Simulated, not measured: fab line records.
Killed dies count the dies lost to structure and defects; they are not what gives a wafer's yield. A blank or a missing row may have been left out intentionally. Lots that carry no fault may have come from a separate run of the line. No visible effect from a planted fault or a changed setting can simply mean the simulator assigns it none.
Lot-split experiment || flow sfq line || 23 wafers read across 5 lots, on a route 325 steps long

## SPLIT DETAILS
At SFQ_TRILAYER_I1_CMP_CMP_046 (polishes SiO2), the setting leave above ref nm was moved away from the recipe's 200 nm on 9 of the 23 wafers read, by -7.3% to +5.0%. For the rest of the wafers, this setting stayed at what the recipe calls for.

## FROM THE SPLIT TO THE READING: what the file shows between them, 5 steps
- SFQ_TRILAYER_I1_METRO_MEASURE_047
- SFQ_TRILAYER_I1_VIA_LITHO_EXPOSE_050: exposes mask I1, target cd 500 nm (also split here: dose mj)
- SFQ_TRILAYER_I1_VIA_LITHO_PEB_052: peb time 60 s
- SFQ_TRILAYER_I1_VIA_LITHO_DEVELOP_051: time 60 s
- SFQ_TRILAYER_I1_VIA_BARC_OPEN_VIA_ETCH_071: etches BARC in O2, target depth 125 nm, time 41.7 s

## THE READING
oes product au, in a.u., at SFQ_TRILAYER_I1_VIA_ETCH_VIA_ETCH_052 (etches SiO2 in CHF3, stops on Nb, target depth 260 nm). On this fab line, fault-free wafers typically give 0.854 a.u. with a standard deviation of 0.0054 a.u.

{"wafer": "L074.2", "tool, chamber at the split": "cmp-02, 0", "leave above ref nm as run, nm": 210, "against the recipe": "+5.0%", "oes product au, a.u.": 0.869, "against lot-mates on the recipe": "+0.018"}
{"wafer": "L074.3", "tool, chamber at the split": "cmp-02, 3", "leave above ref nm as run, nm": 210, "against the recipe": "+5.0%", "oes product au, a.u.": 0.874, "against lot-mates on the recipe": "+0.023"}
{"wafer": "L074.4", "tool, chamber at the split": "cmp-02, 2", "leave above ref nm as run, nm": 200, "against the recipe": "recipe", "oes product au, a.u.": 0.850, "against lot-mates on the recipe": "-"}
{"wafer": "L074.5", "tool, chamber at the split": "cmp-02, 3", "leave above ref nm as run, nm": 200, "against the recipe": "recipe", "oes product au, a.u.": 0.851, "against lot-mates on the recipe": "-"}
{"wafer": "L074.6", "tool, chamber at the split": "cmp-02, 0", "leave above ref nm as run, nm": 210, "against the recipe": "+5.0%", "oes product au, a.u.": 0.872, "against lot-mates on the recipe": "+0.021"}
{"wafer": "L076.1", "tool, chamber at the split": "cmp-02, 3", "leave above ref nm as run, nm": 200, "against the recipe": "recipe", "oes product au, a.u.": 0.859, "against lot-mates on the recipe": "-"}
{"wafer": "L076.2", "tool, chamber at the split": "cmp-02, 2", "leave above ref nm as run, nm": 200, "against the recipe": "recipe", "oes product au, a.u.": 0.851, "against lot-mates on the recipe": "-"}
{"wafer": "L076.3", "tool, chamber at the split": "cmp-02, 0", "leave above ref nm as run, nm": 200, "against the recipe": "recipe", "oes product au, a.u.": 0.848, "against lot-mates on the recipe": "-"}
{"wafer": "L076.4", "tool, chamber at the split": "cmp-02, 1", "leave above ref nm as run, nm": 195.4, "against the recipe": "-2.3%", "oes product au, a.u.": 0.846, "against lot-mates on the recipe": -0.007}
{"wafer": "L076.6", "tool, chamber at the split": "cmp-02, 1", "leave above ref nm as run, nm": 195.4, "against the recipe": "-2.3%", "oes product au, a.u.": 0.857, "against lot-mates on the recipe": "+0.004"}
{"wafer": "L077.2", "tool, chamber at the split": "cmp-02, 3", "leave above ref nm as run, nm": 191.7, "against the recipe": "-4.2%", "oes product au, a.u.": 0.836, "against lot-mates on the recipe": -0.023}
{"wafer": "L077.3", "tool, chamber at the split": "cmp-02, 1", "leave above ref nm as run, nm": 200, "against the recipe": "recipe", "oes product au, a.u.": 0.859, "against lot-mates on the recipe": "-"}
{"wafer": "L077.4", "tool, chamber at the split": "cmp-02, 0,3", "leave above ref nm as run, nm": 200, "against the recipe": "recipe", "oes product au, a.u.": 0.862, "against lot-mates on the recipe": "-"}
{"wafer": "L077.5", "tool, chamber at the split": "cmp-02, 0,3", "leave above ref nm as run, nm": 200, "against the recipe": "recipe", "oes product au, a.u.": 0.857, "against lot-mates on the recipe": "-"}
{"wafer": "L077.6", "tool, chamber at the split": "cmp-02, 2", "leave above ref nm as run, nm": 191.7, "against the recipe": "-4.2%", "oes product au, a.u.": 0.834, "against lot-mates on the recipe": -0.025}
{"wafer": "L079.1", "tool, chamber at the split": "cmp-01, 0", "leave above ref nm as run, nm": 200, "against the recipe": "recipe", "oes product au, a.u.": 0.858, "against lot-mates on the recipe": "-"}
{"wafer": "L079.3", "tool, chamber at the split": "cmp-01, 2", "leave above ref nm as run, nm": 185.4, "against the recipe": "-7.3%", "oes product au, a.u.": 0.822, "against lot-mates on the recipe": -0.031}
{"wafer": "L079.4", "tool, chamber at the split": "cmp-01, 3", "leave above ref nm as run, nm": 200, "against the recipe": "recipe", "oes product au, a.u.": 0.854, "against lot-mates on the recipe": "-"}
{"wafer": "L079.5", "tool, chamber at the split": "cmp-01, 1", "leave above ref nm as run, nm": 185.4, "against the recipe": "-7.3%", "oes product au, a.u.": 0.817, "against lot-mates on the recipe": -0.036}
{"wafer": "L079.6", "tool, chamber at the split": "cmp-01, 0", "leave above ref nm as run, nm": 200, "against the recipe": "recipe", "oes product au, a.u.": 0.848, "against lot-mates on the recipe": "-"}
{"wafer": "L083.1", "tool, chamber at the split": "cmp-01, 0", "leave above ref nm as run, nm": 200, "against the recipe": "recipe", "oes product au, a.u.": 0.850, "against lot-mates on the recipe": "-"}
{"wafer": "L083.2", "tool, chamber at the split": "cmp-01, 1", "leave above ref nm as run, nm": 200, "against the recipe": "recipe", "oes product au, a.u.": 0.859, "against lot-mates on the recipe": "-"}
{"wafer": "L083.6", "tool, chamber at the split": "cmp-01, 2", "leave above ref nm as run, nm": 200, "against the recipe": "recipe", "oes product au, a.u.": 0.860, "against lot-mates on the recipe": "-"}
Where a row lists several chambers, the file gives one row for several wafers and doesn't say which wafer went through which chamber.

THE FIT
A straight line over all 23 wafers: oes product au changes by +0.00415 a.u. for each +1% of leave above ref nm; r = +0.93; the points scatter about the line by 0.0052 a.u.
The same after taking each lot's own level away (the mean of its wafers on the recipe; 23 wafers): +0.0045 a.u. for each +1%; r = +0.95; scatter 0.005 a.u.
The reading moves by 0.033 a.u. for the largest change in leave above ref nm, on that fit.
Across the lots, their own levels run from 0.8505 to 0.8593 a.u., a range of 1.6 times the standard deviation given above.
Hence the lot-to-lot level has little effect on the slope; both slopes agree.
Check: for one of the wafers moved furthest among these (-7.3%), held out of the fit, the line's prediction against its lot-mates is -0.0333 a.u. Against them it came out at -0.0313 a.u.

## OTHER SPLITS ON THESE WAFERS
Other splits were also applied to these wafers ahead of the reading. Each is held against what the fit with the lots' levels taken away leaves over:
{"other split on the same wafers": "SFQ_TRILAYER_I1_VIA_LITHO_EXPOSE_050 dose mj", "wafers away from the commonest value": 10, "r with oes product au (lot level and that fit taken away)": "+0.24"}

## THE WHOLE CHAIN: every reading that the file lists as answering this split, in the file's order
{"step": "SFQ_TRILAYER_I1_CMP_CMP_046", "what it does": "polishes SiO2", "reading": "SiO2_of_TRILAYER_I1_DEP_PECVD_045.thk nm (the simulator's own value, which no gauge read)", "change (the file's fit)": "+1.89 nm for each +1% of the setting", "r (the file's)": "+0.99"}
{"step": "SFQ_TRILAYER_I1_METRO_MEASURE_047", "what it does": "", "reading": "thk nm", "change (the file's fit)": "+1.89 nm for each +1% of the setting", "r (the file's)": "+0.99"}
{"step": "SFQ_TRILAYER_I1_VIA_ETCH_VIA_ETCH_052", "what it does": "etches SiO2 in CHF3, stops on Nb, target depth 260 nm", "reading": "oes product au", "change (the file's fit)": "+0.00454 a.u. for each +1% of the setting", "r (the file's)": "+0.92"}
{"step": "SFQ_TRILAYER_I1_VIA_ETCH_VIA_ETCH_052", "what it does": "etches SiO2 in CHF3, stops on Nb, target depth 260 nm", "reading": "I1.feature depth nm (the simulator's own value, which no gauge read)", "change (the file's fit)": "+1.9 nm for each +1% of the setting", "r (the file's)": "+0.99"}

## THE FILE'S OWN FIT
oes product au changes by +0.00454 a.u. for each +1% of leave above ref nm, r = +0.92.
